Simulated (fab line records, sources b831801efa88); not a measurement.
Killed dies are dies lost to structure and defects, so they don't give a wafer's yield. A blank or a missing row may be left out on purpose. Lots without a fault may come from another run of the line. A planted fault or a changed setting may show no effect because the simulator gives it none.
Which tool did it? | flow gf180mcu | 6 lots, 18 wafers sampled, at 4 steps of a route of 602

WHAT THE GAUGES READ, wafer by wafer
GF_VT_IMPLANT_RS_MEAS_46: measures by four-point-probe.
lot  | measured     | on            | MVSD_RS (ohm/sq)
L518 | day 7 22:08  | film_metro-02 | 457.1 456.4 456.8
L526 | day 10 04:02 | film_metro-01 | 455.5 454.7 456.5
L528 | day 10 16:11 | film_metro-02 | 456.2 455.7 456.4
L535 | day 12 14:29 | film_metro-03 | 457.1 456.1 455.0
L537 | day 13 02:26 | film_metro-03 | 448.8 449.1 448.6
L540 | day 14 04:59 | film_metro-01 | 457.3 455.9 456.8

WHICH TOOL RAN EACH LOT (tool, then ch and the chambers of the sampled wafers, then the start)
lot  | GF_DNWELL_STRIP_08                  | GF_MVSD_IMPLANT_09              | GF_VT_IMPLANT_STRIP_09
L518 | plasma_asher-01 ch 0,1, day 3 01:42 | implanter-02 ch 0, day 4 17:32  | plasma_asher-04 ch 0,1, day 5 22:53
L526 | plasma_asher-03 ch 0, day 4 19:00   | implanter-02 ch 0, day 6 15:37  | plasma_asher-04 ch 0,1, day 8 00:10
L528 | plasma_asher-01 ch 0,1, day 5 06:02 | implanter-03 ch 0, day 7 02:51  | plasma_asher-03 ch 0,1, day 8 11:31
L535 | plasma_asher-03 ch 0,1, day 6 17:30 | implanter-01 ch 0, day 8 18:29  | plasma_asher-02 ch 0,1, day 10 05:10
L537 | plasma_asher-02 ch 0,1, day 7 05:47 | implanter-02 ch 0, day 9 06:26  | plasma_asher-02 ch 0,1, day 10 17:04
L540 | plasma_asher-02 ch 0,1, day 8 00:06 | implanter-01 ch 0, day 10 03:37 | plasma_asher-03 ch 0,1, day 11 16:19
- GF_DNWELL_STRIP_08: strips in O2/N2.
- GF_MVSD_IMPLANT_09
- GF_VT_IMPLANT_STRIP_09: strips in O2/N2.

THE ANSWER, worked out from the rows above alone
Rule: what is usual is taken from the lots themselves. Put in order of their means at a reading, lots are off if they are a third of the lots or fewer, leave a main group of 4 or more, and stand apart from it by a gap of 3 or more times the standard deviation of the main group's means; of several such gaps the widest counts. A main group whose means are all the same, to the digits that the tables above print for the reading, isn't used. A lot without any number at a reading at which 4 lots or more have one is off too. The other lots that the step has rows for count as sound.
Off: L537, at GF_VT_IMPLANT_RS_MEAS_46 (MVSD_RS). The main group: mean 456.2 ohm/sq, standard deviation 0.44.
A tool fits if, at a process step before that reading, it ran every lot that is off, and no sound lot after the first of them. The gauges at GF_VT_IMPLANT_RS_MEAS_46 are tried like those tools. Can't be told from this: 3 tools fit, implanter-02 at GF_MVSD_IMPLANT_09, plasma_asher-02 at GF_VT_IMPLANT_STRIP_09, film_metro-03 at GF_VT_IMPLANT_RS_MEAS_46.

WHAT THE SIMULATOR HAD PUT IN
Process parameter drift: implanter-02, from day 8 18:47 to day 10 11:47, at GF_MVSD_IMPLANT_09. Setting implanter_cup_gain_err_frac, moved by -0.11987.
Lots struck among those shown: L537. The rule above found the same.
